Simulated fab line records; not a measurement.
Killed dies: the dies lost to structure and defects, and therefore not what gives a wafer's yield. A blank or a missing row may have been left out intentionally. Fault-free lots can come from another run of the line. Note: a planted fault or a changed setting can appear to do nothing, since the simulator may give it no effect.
Which of the tools did it? | flow gf180mcu | 14 lots with 42 wafers sampled at 4 steps, on a route of 602 steps

## WHAT THE GAUGES SHOWED, per wafer
GF_PSD_RS_MEAS_14: measures by four-point-probe. Usual: NSD_RS gives 46.14 ohm/sq (standard deviation 0.081).
lot  | measured     | on            | NSD_RS (ohm/sq)   | flag
L431 | day 14 00:28 | film metro-04 | 46.15 46.16 46.14 |
L433 | day 14 13:01 | film metro-04 | 46.19 46.15 46.00 |
L434 | day 14 18:42 | film metro-01 | 46.13 46.14 46.15 |
L435 | day 15 06:11 | film metro-01 | 46.30 46.20 46.15 |
L437 | day 15 18:52 | film metro-03 | 46.21 46.16 46.18 |
L438 | day 16 07:20 | film metro-04 | 46.04 45.90 46.06 |
L440 | day 17 08:04 | film metro-03 | 46.20 46.10 46.20 |
L441 | day 17 08:33 | film metro-03 | 46.15 46.05 46.21 |
L442 | day 17 15:29 | film metro-04 | 46.10 46.15 46.21 |
L443 | day 17 21:54 | film metro-04 | 46.10 46.22 45.98 |
L444 | day 18 18:10 | film metro-04 | 46.11 46.17 46.25 |
L451 | day 20 21:40 | film metro-04 | 46.20 46.16 46.24 |
L452 | day 21 11:41 | film metro-03 | 46.13 46.12 46.05 |
L454 | day 22 01:21 | film metro-03 | 46.32 46.24 46.29 |

GF_SALICIDE_THK_MEAS_05: measures by xrf. Usual: SALICIDE_TIN_THK gives 20.1 nm (standard deviation 0.32).
lot  | measured     | on            | SALICIDE_TIN_THK (nm) | flag
L431 | day 14 20:55 | film metro-02 | 19.7 19.9 19.8        |
L433 | day 15 12:02 | film metro-03 | 20.6 20.3 20.6        |
L434 | day 15 17:25 | film metro-02 | 19.6 20.1 19.9        |
L435 | day 16 05:06 | film metro-03 | 20.2 20.1 20.2        |
L437 | day 16 17:40 | film metro-03 | 20.1 19.9 19.9        |
L438 | day 17 07:59 | film metro-04 | 20.0 20.3 20.5        |
L440 | day 18 08:22 | film metro-02 | 20.1 20.2 20.3        |
L441 | day 18 08:38 | film metro-04 | 19.7 19.8 19.6        |
L442 | day 18 15:44 | film metro-02 | 20.5 20.2 20.5        |
L443 | day 18 23:31 | film metro-03 | 20.1 20.0 20.3        |
L444 | day 19 19:11 | film metro-04 | 19.8 20.1 19.7        |
L451 | day 21 22:41 | film metro-04 | 19.6 19.5 19.8        |
L452 | day 22 11:05 | film metro-03 | 20.2 20.1 20.2        |
L454 | day 23 01:15 | film metro-02 | 19.8 19.7 19.8        |

## WHICH TOOL RAN EACH LOT (tool, then ch and the chambers of the sampled wafers, then the start)
lot  | GF_POLY_GATE_ETCH_13             | GF_SALICIDE_SPUTTER_03
L431 | rie si-02 ch 0,3, day 8 23:41    | pvd sputter-03, day 14 20:46
L433 | rie si-02 ch 0,2,3, day 9 07:37  | pvd sputter-02, day 15 11:53
L434 | rie si-02 ch 0,1, day 9 14:08    | pvd sputter-03, day 15 17:14
L435 | rie si-02 ch 0,3, day 9 23:13    | pvd sputter-01, day 16 04:56
L437 | rie si-01 ch 0,1, day 10 12:46   | pvd sputter-02, day 16 17:29
L438 | rie si-01 ch 0,2,3, day 10 19:02 | pvd sputter-01, day 17 07:49
L440 | rie si-02 ch 0,2,3, day 11 11:07 | pvd sputter-03, day 18 08:12
L441 | rie si-02 ch 0,2, day 11 13:13   | pvd sputter-02, day 18 08:29
L442 | rie si-02 ch 0,3, day 11 20:29   | pvd sputter-01, day 18 15:34
L443 | rie si-01 ch 0,2,3, day 12 06:22 | pvd sputter-02, day 18 23:22
L444 | rie si-02 ch 0,2,3, day 12 17:46 | pvd sputter-01, day 19 19:01
L451 | rie si-01 ch 0,1, day 14 15:23   | pvd sputter-03, day 21 22:31
L452 | rie si-02 ch 0,1, day 15 07:10   | pvd sputter-02, day 22 10:56
L454 | rie si-01 ch 0,1,2, day 15 18:44 | pvd sputter-03, day 23 01:05
- GF_POLY_GATE_ETCH_13: etches poly-Si in HBr/Cl2, stops on SiO2, target depth 198.5 nm, time 69.6 s.
- GF_SALICIDE_SPUTTER_03: material TiN, target thk 20 nm, time 16.7 s.

## AS READ BY THE TOOLS THEMSELVES (means over the sampled wafers that have a number; for cases with no such wafer, the mark the record gives instead)
GF_POLY_GATE_ETCH_13. Usual: bias w 100.0 W, standard deviation 0.31; drypump motor current A 6.00 A, standard deviation 0.27; oes product au 0.989 a.u., standard deviation 0.0079; throttle valve pct 33.684 %, standard deviation 0.0094.
lot  | tool      | bias w (W) | drypump motor current A (A) | oes product au (a.u.) | throttle valve pct (%) | flag
L431 | rie si-02 | 100.0      | 6.00                        | 0.985                 | 33.675                 |
L433 | rie si-02 | 100.0      | 6.14                        | 0.991                 | 33.693                 |
L434 | rie si-02 | 99.9       | 5.91                        | 0.984                 | 33.680                 |
L435 | rie si-02 | 100.2      | 6.07                        | 0.989                 | 33.687                 |
L437 | rie si-01 | 99.8       | 5.75                        | 0.989                 | 33.679                 |
L438 | rie si-01 | 100.0      | 6.00                        | 0.985                 | 33.681                 |
L440 | rie si-02 | 100.0      | 6.14                        | 0.987                 | 33.689                 |
L441 | rie si-02 | 94.1       | 6.28                        | 0.978                 | 33.686                 | OFF
L442 | rie si-02 | 93.6       | 6.03                        | 0.993                 | 33.684                 | OFF
L443 | rie si-01 | 100.0      | 6.00                        | 0.994                 | 33.683                 |
L444 | rie si-02 | 94.2       | 6.13                        | 0.982                 | 33.682                 | OFF
L451 | rie si-01 | 100.1      | 5.75                        | 0.986                 | 33.689                 |
L452 | rie si-02 | 100.1      | 5.88                        | 0.993                 | 33.680                 |
L454 | rie si-01 | 99.8       | 5.87                        | 0.989                 | 33.680                 |

GF_SALICIDE_SPUTTER_03. Usual: 30.2 % for throttle valve pct, sd 0.94.
lot  | tool           | throttle valve pct (%) | flag
L431 | pvd sputter-03 | 30.0                   |
L433 | pvd sputter-02 | 30.2                   |
L434 | pvd sputter-03 | 29.7                   |
L435 | pvd sputter-01 | 30.5                   |
L437 | pvd sputter-02 | 30.7                   |
L438 | pvd sputter-01 | 30.4                   |
L440 | pvd sputter-03 | 30.0                   |
L441 | pvd sputter-02 | 29.4                   |
L442 | pvd sputter-01 | 30.9                   |
L443 | pvd sputter-02 | 30.4                   |
L444 | pvd sputter-01 | 30.6                   |
L451 | pvd sputter-03 | 29.0                   |
L452 | pvd sputter-02 | 31.1                   |
L454 | pvd sputter-03 | 29.3                   |

## THE ANSWER, worked out from the rows above alone
Rule: a lot is off if the mean of its wafers that have a number lies more than 3 standard deviations from the usual mean. Also off: a lot with no number at a reading for which 4 or more lots have one. The other lots that the step has rows for count as sound. Order of review: gauges by route order, followed by the tools' own readings, for which a lot's mean as printed above is used. At the first step where some lot is off, the reading lying furthest off is the one used; lots without a number count as furthest.
Off: L441, L442, L444, at GF_POLY_GATE_ETCH_13 (bias w).
A tool fits if, at that step or a process step before it, it ran every lot that is off, and no sound lot after the first of them. Not one of the candidates tried fits.

## WHAT THE SIMULATOR PUT IN
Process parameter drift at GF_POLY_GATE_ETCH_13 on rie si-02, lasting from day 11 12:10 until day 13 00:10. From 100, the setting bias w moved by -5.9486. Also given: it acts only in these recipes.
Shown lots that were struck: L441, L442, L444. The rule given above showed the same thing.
